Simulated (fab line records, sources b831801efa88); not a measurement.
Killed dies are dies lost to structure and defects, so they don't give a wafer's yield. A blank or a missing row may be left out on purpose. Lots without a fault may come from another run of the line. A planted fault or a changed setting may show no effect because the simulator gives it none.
fab line records | flow sky130
record lots=5 wafers=15 last_day=50
route steps=708 shown VT_ADJUST_LVTN@111 VT_ADJUST_NCORE@119 PAD_OPEN@708
lots that met no fault: from a run of the same line without faults
start_h: hours from the record's first day to the start of the lot's first wafer shown | wait_h: hours since the lot's step before | " the same as in the row above | L1.1+2: a row that stands for several wafers | - no value, or no start given | * or withheld: withheld | < > ~ a bound
route shown NAME@n: a module of which the file shows steps, and the number in the route of the first | usual: mean/standard deviation of fault-free wafers | same: alike in all rows | chamber/n: place in a boat | sites: the reading at each site | _std_site: their standard deviation | _edge_site: outer sites' mean less inner sites' | radius_mm: how far each site lies from the wafer's centre | mask NAME#n: copy n | behind: the tool/chamber that last shaped the wafer | hold: why the lot was held/for how many hours/how that ended | device: the transistor (n, p or np) that didn't switch | end of line: the same wafers' tests at the end of the route | a step without rows: its recipe alone | killed: dies lost to structure and defects at the first sort, not the wafer's yield | map: a wafer's dies, x killed, . not, _ none there
set.NAME: the setting as run; set.NAME@STEP: as run at that earlier step | model.NAME: the simulator's own value behind a step, which no gauge read
lots at some steps of the route; a table a step, a row a wafer
services: from which hour (start_h, from the record's first day; less than 0 if before it) a tool's chamber was out of use, for how many hours, and why
## steps
# step SKY_VT_ADJUST_LVTN_SOFTBAKE_14
# recipe temp_c=90 time_s=60 resist=NOVOLAK
# step SKY_VT_ADJUST_LVTN_EXPOSE_15
# recipe mask_id=HVN_STD_DERIVED na=0.6 source_shape=conventional sigma_outer=0.6 polarization=unpolarized target_cd_nm=600 dose_mj=163
# step SKY_VT_ADJUST_LVTN_PEB_16
# recipe temp_c=withheld time_s=* resist=NOVOLAK
# step SKY_VT_ADJUST_LVTN_DEVELOP_17
# recipe resist=NOVOLAK developer=TMAH develop_time_s=60 dev_temp_c=23
# step SKY_VT_ADJUST_LVTN_OVL_MEAS_18
# usual VT_ADJUST_LVTN_01_OVL=-0.6/1.3
# columns lot.wafer tool chamber start_h wait_h VT_ADJUST_LVTN_01_OVL[nm]
L562.2 overlay-02 - 227.52 0.1 -1.3
L562.3 " - " " -1.9
L562.5 " - " " -1.5
L569.2 overlay-01 - 283.92 0.1 1.7
L569.3 " - " " 1.7
L569.5 " - " " 2.1
L571.2 overlay-02 - 290.54 0.1 -1.0
L571.3 " - " " -3.6
L571.5 " - " " -1.1
L572.3 overlay-01 - 296.77 0.1 1.4
L572.5 " - " " -0.7
L572.6 " - " " -1.6
L575.1 overlay-02 - 321.79 0.1 -2.0
L575.4 " - " " -2.6
L575.5 " - " " 0.6
# step SKY_VT_ADJUST_LVTN_IMPLANT_19
# recipe species=B energy_kev=30 dose_cm2=6.5e+11 tilt_deg=withheld
# step SKY_VT_ADJUST_LVTN_STRIP_20
# recipe chemistry=O2/N2 power_w=1400 pressure_mtorr=1500 platen_temp_c=withheld o2_flow_sccm=3000 n2_flow_sccm=300 overash_fraction=0.5
# usual drypump_motor_current_A=5.8/0.36 oes_product_au=0.716/0.0045 strip_time_to_endpoint_s=14.19/0.038
# columns lot.wafer tool chamber start_h wait_h drypump_motor_current_A oes_product_au rf_hours_counter_h strip_time_to_endpoint_s
L562.2 plasma_asher-02 1 227.70 0.1 5.4 0.718 8 14.17
L562.3 " 0 " " 6.6 0.720 - 14.18
L562.5 " 0 " " 6.6 0.714 - 14.25
L569.2 plasma_asher-01 0 284.10 0.1 5.3 0.710 50 14.18
L569.3 " 1 " " 5.7 0.719 - 14.19
L569.5 " 1 " " 5.7 0.718 - 14.23
L571.2 plasma_asher-01 1 290.72 0.1 5.7 0.717 50 14.24
L571.3 " 1 " " 5.7 0.719 - 14.21
L571.5 " 0 " " 5.3 0.711 - 14.25
L572.3 plasma_asher-04 0 296.98 0.1 5.8 0.711 - 14.21
L572.5 " 0 " " 5.7 0.721 - 14.26
L572.6 " 1 " " 5.8 0.724 - 14.16
L575.1 plasma_asher-04 0 321.97 0.1 5.8 0.716 63 14.14
L575.4 " 0 " " 5.8 0.717 - 14.16
L575.5 " 0 " " 5.7 0.720 - 14.17
# step SKY_VT_ADJUST_LVTN_TW_MEAS_21
# usual VT_ADJUST_LVTN_2_TW=187.8/1
# columns lot.wafer tool chamber start_h wait_h VT_ADJUST_LVTN_2_TW
L562.2 film_metro-01 - 227.81 0.1 188.7
L562.3 " - " " 188.6
L562.5 " - " " 190.2
L569.2 film_metro-01 - 284.21 0.1 187.0
L569.3 " - " " 187.3
L569.5 " - " " 186.6
L571.2 film_metro-04 - 290.83 0.1 189.5
L571.3 " - " " 189.3
L571.5 " - " " 189.2
L572.3 film_metro-04 - 297.07 0.1 188.5
L572.5 " - " " 189.6
L572.6 " - " " 188.6
L575.1 film_metro-01 - 322.07 0.1 188.1
L575.4 " - " " 187.0
L575.5 " - " " 187.7
# step SKY_VT_ADJUST_NCORE_DEHYDRATE_00
# recipe temp_c=200 time_s=60
# step SKY_VT_ADJUST_NCORE_HMDS_01
# recipe prime_time_s=60 prime_temp_c=120
# step SKY_VT_ADJUST_NCORE_COAT_02
# recipe resist=NOVOLAK spin_rpm=3000 resist_thk_nm=1140
# step SKY_VT_ADJUST_NCORE_SOFTBAKE_03
# recipe temp_c=90 time_s=60 resist=NOVOLAK
# step SKY_VT_ADJUST_NCORE_EXPOSE_04
# recipe mask_id=LVTN_COMPLEMENT_THIN na=0.6 source_shape=conventional sigma_outer=0.6 polarization=unpolarized target_cd_nm=380 dose_mj=139
# columns lot.wafer tool chamber start_h wait_h mask
L562.2+3+5 iline_stepper-02 0 238.68 - LVTN_COMPLEMENT_THIN#0
L569.2+3+5 iline_stepper-01 0 297.20 - LVTN_COMPLEMENT_THIN#0
L571.2+3+5 iline_stepper-01 0 303.81 - LVTN_COMPLEMENT_THIN#0
L572.3+5+6 iline_stepper-02 0 309.63 - LVTN_COMPLEMENT_THIN#0
L575.1+4+5 iline_stepper-02 0 335.81 - LVTN_COMPLEMENT_THIN#0
# step SKY_VT_ADJUST_NCORE_PEB_05
# recipe temp_c=withheld time_s=* resist=NOVOLAK
# step SKY_VT_ADJUST_NCORE_DEVELOP_06
# recipe resist=NOVOLAK developer=TMAH develop_time_s=60 dev_temp_c=23
# step SKY_VT_ADJUST_NCORE_CD_MEAS_07
# recipe target_cd_nm=380
# usual cd_nm=380/3.1
# columns lot.wafer tool chamber start_h wait_h cd_nm
L562.2 cd_sem-02 - 250.56 0.1 376
L562.3 " - " " 380
L562.5 " - " " 362
L569.2 cd_sem-01 - 309.78 0.1 384
L569.3 " - " " 382
L569.5 " - " " 382
L571.2 cd_sem-01 - 316.61 0.1 378
L571.3 " - " " 377
L571.5 " - " " 376
L572.3 cd_sem-02 - 322.15 0.1 382
L572.5 " - " " 380
L572.6 " - " " 380
L575.1 cd_sem-02 - 348.39 0.1 383
L575.4 " - " " 383
L575.5 " - " " 384
# step SKY_VT_ADJUST_NCORE_OVL_MEAS_08
# usual VT_ADJUST_NCORE_OVL=0.3/1.4
# columns lot.wafer tool chamber start_h wait_h VT_ADJUST_NCORE_OVL[nm]
L562.2 overlay-01 - 250.66 0.1 1.4
L562.3 " - " " 0.1
L562.5 " - " " 1.2
L569.2 overlay-02 - 309.89 0.1 -0.4
L569.3 " - " " -0.3
L569.5 " - " " -1.5
L571.2 overlay-01 - 316.71 0.1 2.9
L571.3 " - " " 1.4
L571.5 " - " " 1.0
L572.3 overlay-01 - 322.24 0.1 0.7
L572.5 " - " " 1.5
L572.6 " - " " 1.7
L575.1 overlay-02 - 348.51 0.1 -0.9
L575.4 " - " " -0.8
L575.5 " - " " -1.2
# step SKY_PAD_OPEN_PROBE_99
# usual killed_at_M0_to_M3=45/7.3 killed_at_M4_up=3.2/1.8 killed_at_contacts=25/5.5 killed_at_front_end=15/4.2 killed_at_other=0.3/0.69 killed_dies=89/9.4 killed_on_rim=17/3.8 killed_open=49/6.6 killed_short=40/6.4
# same gross_dies=492 killed_at_back_side=0
# columns lot.wafer tool chamber start_h wait_h killed_at_M0_to_M3 killed_at_M4_up killed_at_contacts killed_at_front_end killed_at_other killed_dies killed_on_rim killed_open killed_short
L562.2 prober-02 - 1132.62 0.1 39 7 17 17 2 82 16 38 43
L562.3 prober-02 - 1132.67 0.2 36 4 28 11 1 80 11 46 33
L562.5 prober-02 - 1132.77 0.2 43 4 33 11 0 91 26 42 49
L569.2 prober-01 - 1177.21 0.1 48 2 21 29 0 100 19 52 48
L569.3 prober-01 - 1177.26 0.2 46 1 24 12 1 84 14 42 42
L569.5 prober-01 - 1177.36 0.2 49 6 15 18 0 88 22 44 44
L572.3 prober-02 - 1184.79 0.2 61 1 37 20 0 119 23 66 53
L572.5 prober-02 - 1184.89 0.2 44 0 33 10 0 87 21 50 37
L572.6 prober-02 - 1184.94 0.2 43 1 40 12 0 96 19 56 40
L575.1 prober-01 - 1198.51 0.1 42 1 25 25 0 93 24 57 36
L575.4 prober-01 - 1198.66 0.2 47 5 18 27 0 97 15 60 37
L575.5 prober-01 - 1198.71 0.2 43 7 18 14 0 82 15 40 42
# killed by level:class
L562.2 METAL2:geometric_particle:short=9 VIA1:geometric_particle:open=8 CONTACT:geometric_particle:open=6 METAL4:geometric_particle:short=6 FIELD_ISO:geometric_particle:short=5 LI_CONTACT:geometric_particle:open=5 VIA2:geometric_particle:open=5 FIELD_ISO:geometric_particle:open=4
L562.3 CONTACT:geometric_particle:open=12 VIA1:geometric_particle:open=10 LI_CONTACT:geometric_particle:open=7 VIA1:geometric_particle:short=5 METAL2:geometric_particle:short=5 POLY_GATE:geometric_particle:short=4 LOCAL_INTERCONNECT:geometric_particle:short=4 VIA2:geometric_particle:open=4
L562.5 VIA1:geometric_particle:open=10 POLY_GATE:geometric_particle:short=8 CONTACT:geometric_particle:open=8 CONTACT:geometric_particle:short=8 LOCAL_INTERCONNECT:geometric_particle:short=7 VIA2:geometric_particle:open=7 LI_CONTACT:geometric_particle:open=5 VIA1:geometric_particle:short=5
L569.2 FIELD_ISO:geometric_particle:short=9 CONTACT:geometric_particle:open=9 VIA1:geometric_particle:open=8 VIA1:geometric_particle:short=7 POLY_GATE:geometric_particle:open=6 METAL1:geometric_particle:short=6 VIA3:geometric_particle:open=6 LI_CONTACT:geometric_particle:open=5
L569.3 METAL1:geometric_particle:short=10 CONTACT:geometric_particle:open=9 VIA1:geometric_particle:open=6 VIA3:geometric_particle:open=6 LI_CONTACT:geometric_particle:short=5 LI_CONTACT:geometric_particle:open=5 CONTACT:geometric_particle:short=5 VIA1:geometric_particle:short=5
L569.5 VIA3:geometric_particle:short=7 VIA3:geometric_particle:open=7 FIELD_ISO:geometric_particle:short=6 VIA1:geometric_particle:open=6 VIA1:geometric_particle:short=6 VIA2:geometric_particle:open=6 LI_CONTACT:geometric_particle:open=5 CONTACT:geometric_particle:open=5
L572.3 CONTACT:geometric_particle:open=15 VIA1:geometric_particle:open=10 VIA2:geometric_particle:open=9 LI_CONTACT:geometric_particle:open=9 VIA3:geometric_particle:open=9 VIA3:geometric_particle:short=8 METAL2:geometric_particle:short=7 POLY_GATE:geometric_particle:open=6
L572.5 CONTACT:geometric_particle:open=16 VIA1:geometric_particle:open=9 VIA2:geometric_particle:open=9 METAL2:geometric_particle:short=6 VIA3:geometric_particle:open=5 CONTACT:geometric_particle:short=5 LI_CONTACT:geometric_particle:short=4 LI_CONTACT:geometric_particle:open=4
L572.6 CONTACT:geometric_particle:open=17 LI_CONTACT:geometric_particle:open=9 VIA2:geometric_particle:open=9 METAL2:geometric_particle:short=8 LI_CONTACT:geometric_particle:short=7 VIA1:geometric_particle:short=7 POLY_GATE:geometric_particle:open=4 VIA1:geometric_particle:open=4
L575.1 VIA1:geometric_particle:open=12 LI_CONTACT:geometric_particle:open=9 VIA2:geometric_particle:open=7 POLY_GATE:geometric_particle:open=6 METAL2:geometric_particle:short=6 POLY_GATE:geometric_particle:short=5 CONTACT:geometric_particle:open=5 VIA3:geometric_particle:open=5
L575.4 VIA1:geometric_particle:open=15 CONTACT:geometric_particle:open=10 VIA3:geometric_particle:open=7 FIELD_ISO:geometric_particle:short=6 POLY_GATE:geometric_particle:open=6 METAL2:geometric_particle:short=6 FIELD_ISO:geometric_particle:open=5 POLY_GATE:geometric_particle:short=5
L575.5 METAL1:geometric_particle:short=8 CONTACT:geometric_particle:open=7 VIA1:geometric_particle:open=7 VIA1:geometric_particle:short=5 VIA2:geometric_particle:open=5 METAL4:geometric_particle:short=5 FIELD_ISO:geometric_particle:short=4 POLY_GATE:geometric_particle:short=4
## services
# columns tool chamber start_h hours kind
plasma_asher-02 - 212.40 3.1 repair
iline_stepper-01 - 220.39 6.0 repair
iline_stepper-01 - 226.34 1.7 pm
iline_stepper-02 - 236.27 2.1 pm
iline_stepper-02 - 238.35 - consumable_replace:lamp
plasma_asher-01 - 249.72 1.3 repair
iline_stepper-01 - 314.95 1.6 repair
plasma_asher-04 - 325.69 0.4 repair
iline_stepper-01 0 331.12 - calibration
iline_stepper-01 - 335.24 15.8 repair
plasma_asher-04 - 335.62 4.0 repair
## key
first_sign step=SKY_VT_ADJUST_NCORE_CD_MEAS_07 reading=cd_nm direction=down sigmas=5.7 usual=380 struck=362
effect none on later readings
met_at SKY_VT_ADJUST_NCORE_EXPOSE_04
struck_wafers L562.5
tester_left_out L562
fault kind=process_parameter_drift tool=iline_stepper-02 chamber=- onset_h=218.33 steps=SKY_VT_ADJUST_NCORE_EXPOSE_04 channel=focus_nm offset=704 shape=step end_h=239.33 scope=struck_wafers_only
# tester_left_out: of these lots the tester's yield and bins aren't shown, on N5 and GAA mostly nor the transistor test; their killed dies are dies lost to structure and defects alone, not to doping, threshold or leakage, so they don't give the yield
